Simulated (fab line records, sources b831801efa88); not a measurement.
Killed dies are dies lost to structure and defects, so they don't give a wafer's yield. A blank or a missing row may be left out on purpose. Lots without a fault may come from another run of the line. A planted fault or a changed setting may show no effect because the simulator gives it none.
Problem report in the 8D (eight disciplines) form, filled by code | flow sky130 | the parts of the form that need people (team, actions taken, sign-off) are left out

1. THE PROBLEM
VT_ADJUST_HVTP_TW at SKY_VT_ADJUST_HVTP_TW_MEAS_11 reads a mean of 892 on 6 wafers of 2 lots; wafers without a fault read 1369 with a standard deviation of 7. That is -68 standard deviations from the usual mean.
First seen on wafer L260.2, day 8 08:53, on film_metro-01. The record holds 36 wafers of 12 lots with a number at this step. Rule for "out", or "out of limits": more than 4 standard deviations from the usual mean. The other wafers with a number count as sound.

2. WHAT IT IS AND WHAT IT IS NOT
question                    | is                           | is not
which readings at this step | VT_ADJUST_HVTP_TW            | -
which lots                  | L260, L264                   | L252, L253, L254, L256, L258, L261, L270, L271, L274, L275
which wafers of those lots  | all that have a number       | -
read on which gauges        | film_metro-01, film_metro-04 | film_metro-03
when                        | from day 8 08:53             | up to then (15 sound wafers); but 15 sound wafers of L261, L270, L271, L274, L275 came after

3. SUSPECTS, AND WHAT RULES EACH OUT
Counting: a tool at a process step up to the reading stays a suspect if it ran every lot that is out and no sound lot after the first of them.
- the gauge at SKY_VT_ADJUST_HVTP_TW_MEAS_11: ruled out. The wafers that are out were read on 2 gauges (film_metro-01, film_metro-04).
- implanter-03 at SKY_VT_ADJUST_HVTP_IMPLANT_09: ruled out as a lasting fault. Sound lots L275 ran on it after its first lot that is out, L260 (day 8 08:38).
Left after counting: nothing in the record.

4. THE CAUSE (what the simulator had put in)
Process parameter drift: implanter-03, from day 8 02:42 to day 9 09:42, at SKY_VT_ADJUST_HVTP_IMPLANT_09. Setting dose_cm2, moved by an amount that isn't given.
Counting ruled it out, wrongly: the rule takes a fault to strike every lot that its tool runs from its start on, and this one did not.

5. THE CHAIN OF EFFECTS, in route order
Each row: a reading whose mean over the struck wafers that have a number lies more than 3 standard deviations from the usual. Only readings for which the record gives a usual standard deviation are gone through. hours: the time from each lot's start at the first step in this table that gives one to its start at this step, as a median over the lots. sigmas: the change in usual standard deviations.
hours | step                          | reading            | usual     | on struck wafers | change     | sigmas
0     | SKY_VT_ADJUST_HVTP_IMPLANT_09 | dose_ions_cm2      | 4.301e+12 | 1.141e+12        | -3.160e+12 | -99 or more
0     | SKY_VT_ADJUST_HVTP_IMPLANT_09 | faraday_current_uA | 24.3      | 6.5              | -17.8      | -36
0     | SKY_VT_ADJUST_HVTP_TW_MEAS_11 | VT_ADJUST_HVTP_TW  | 1369      | 892              | -477       | -68
The process steps in it:
- SKY_VT_ADJUST_HVTP_IMPLANT_09

6. WHAT WOULD HAVE CAUGHT IT SOONER
In this record the first reading out of limits at a measuring or inspecting step was taken at day 8 08:53, 6 hours after the fault began at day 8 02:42.
The tool's own readings at SKY_VT_ADJUST_HVTP_IMPLANT_09 were out on every struck wafer that the step has a row for (dose_ions_cm2, faraday_current_uA): an alarm limit on them would have fired on the first of those.
